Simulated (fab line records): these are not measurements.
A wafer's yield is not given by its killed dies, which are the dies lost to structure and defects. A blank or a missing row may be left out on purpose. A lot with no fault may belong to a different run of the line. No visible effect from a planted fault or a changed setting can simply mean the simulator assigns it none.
Which tool did it? ; flow sky130 ; Sampling: 13 lots, 39 wafers, 3 of 708 route steps

WHAT EACH GAUGE READ, for each wafer
SKY_NWELL_TW_MEAS_26.
lot;measured;on;NWELL_2_TW
L798;day 5 03:44;film-metro-01;511 512 513
L800;day 6 01:35;film-metro-02;502 500 499
L801;day 6 08:25;film-metro-01;508 509 505
L804;day 6 18:11;film-metro-02;500 498 501
L811;day 8 11:08;film-metro-03;489 490 489
L812;day 8 20:27;film-metro-03;488 487 487
L813;day 9 23:17;film-metro-02;498 500 497
L815;day 10 00:40;film-metro-02;499 502 499
L817;day 10 06:49;film-metro-01;505 505 505
L816;day 10 08:17;film-metro-03;491 492 492
L818;day 10 09:00;film-metro-01;506 506 506
L819;day 10 21:15;film-metro-02;501 501 500
L820;day 10 20:56;film-metro-03;489 492 490

EACH LOT AND THE TOOL THAT RAN IT (in order: tool; ch and the chambers of the sampled wafers; start)
lot;SKY_FIELD_ISO_CMP_27;SKY_PWDE_STRIP_09
L798;cmp-02 ch 1,2,3, day 2 08:28;plasma-asher-02 ch 0,1, day 3 16:41
L800;cmp-02 ch 0,3, day 2 23:15;plasma-asher-02 ch 0,1, day 4 12:53
L801;cmp-02 ch 0,1, day 3 04:55;plasma-asher-01 ch 0,1, day 4 19:20
L804;cmp-02 ch 0,1,3, day 3 17:40;plasma-asher-02 ch 0,1, day 5 07:20
L811;cmp-02 ch 0,2,3, day 5 03:37;plasma-asher-02 ch 1, day 6 17:37
L812;cmp-02 ch 1,2,3, day 5 08:58;plasma-asher-01 ch 0,1, day 7 04:01
L813;cmp-01 ch 0,1,2, day 6 03:44;plasma-asher-02 ch 0,1, day 8 03:44
L815;cmp-01 ch 0,3, day 6 09:21;plasma-asher-02 ch 0,1, day 8 04:25
L817;cmp-01 ch 0,2,3, day 6 15:54;plasma-asher-02 ch 0,1, day 8 10:41
L816;cmp-02 ch 0,3, day 6 15:58;plasma-asher-02 ch 1, day 8 11:13
L818;cmp-01 ch 0,1,2, day 6 17:30;plasma-asher-01 ch 0,1, day 8 12:19
L819;cmp-01 ch 1,2,3, day 7 04:13;plasma-asher-02 ch 0,1, day 9 00:58
L820;cmp-01 ch 0,2,3, day 7 05:27;plasma-asher-01 ch 0, day 9 00:37
- SKY_FIELD_ISO_CMP_27: polishes, stops on Si3N4, t overpolish 16 s, target thk 457.8 nm.
- SKY_PWDE_STRIP_09: strips in O2/N2.

AS READ BY THE TOOLS THEMSELVES (means over the sampled wafers that have a number; for cases with no such wafer, the mark the record gives instead)
SKY_FIELD_ISO_CMP_27.
lot;tool;motor-current-A (A);overpolish-run-s (s);slurry-flow-ml-min;time-to-endpoint-s (s)
L798;cmp-02;12.1;16.000;149.9;115
L800;cmp-02;11.7;15.998;150.0;107
L801;cmp-02;11.5;15.994;149.7;107
L804;cmp-02;11.7;16.002;150.3;110
L811;cmp-02;11.9;16.003;150.0;118
L812;cmp-02;12.2;15.993;150.0;118
L813;cmp-01;13.3;15.999;149.9;114
L815;cmp-01;11.6;16.006;150.0;109
L817;cmp-01;12.3;15.996;150.1;113
L816;cmp-02;12.6;16.004;150.0;110
L818;cmp-01;12.8;15.994;149.9;114
L819;cmp-01;12.6;15.991;149.8;111
L820;cmp-01;12.4;16.003;150.7;110

SKY_PWDE_STRIP_09.
lot;tool;drypump-motor-current-A (A);oes-product-au (a.u.);strip-time-to-endpoint-s (s)
L798;plasma-asher-02;5.41;0.726;36.76
L800;plasma-asher-02;5.25;0.727;37.01
L801;plasma-asher-01;5.72;0.724;36.78
L804;plasma-asher-02;5.28;0.727;36.99
L811;plasma-asher-02;5.09;0.723;36.84
L812;plasma-asher-01;5.57;0.723;36.94
L813;plasma-asher-02;5.25;0.722;36.95
L815;plasma-asher-02;5.43;0.723;37.10
L817;plasma-asher-02;5.41;0.719;37.02
L816;plasma-asher-02;5.09;0.726;36.90
L818;plasma-asher-01;5.71;0.719;36.85
L819;plasma-asher-02;5.23;0.721;36.77
L820;plasma-asher-01;5.43;0.728;36.93

THE ANSWER, worked out from the rows above alone
Rule: the lots themselves supply what counts as usual. Put in order of their means at a reading, lots are off if they are a third of the lots or fewer, leave a main group of 4 or more, and stand apart from it by a gap of 3 or more times the standard deviation of the main group's means; of several such gaps the widest counts. The tables above print the reading to a certain number of digits; a main group whose means all agree to those digits is not used. A lot without any number at a reading at which 4 lots or more have one is off too. The other lots that the step has rows for count as sound. First the gauges in route order, then the tools' own readings, where a lot's mean is used as printed above. The first step at which some lot is off is used, and at that step the reading that is off furthest; a lot without a number counts as furthest.
No lot is off on any of the readings shown, so nothing can be concluded from this.

WHAT THE SIMULATOR PUT IN
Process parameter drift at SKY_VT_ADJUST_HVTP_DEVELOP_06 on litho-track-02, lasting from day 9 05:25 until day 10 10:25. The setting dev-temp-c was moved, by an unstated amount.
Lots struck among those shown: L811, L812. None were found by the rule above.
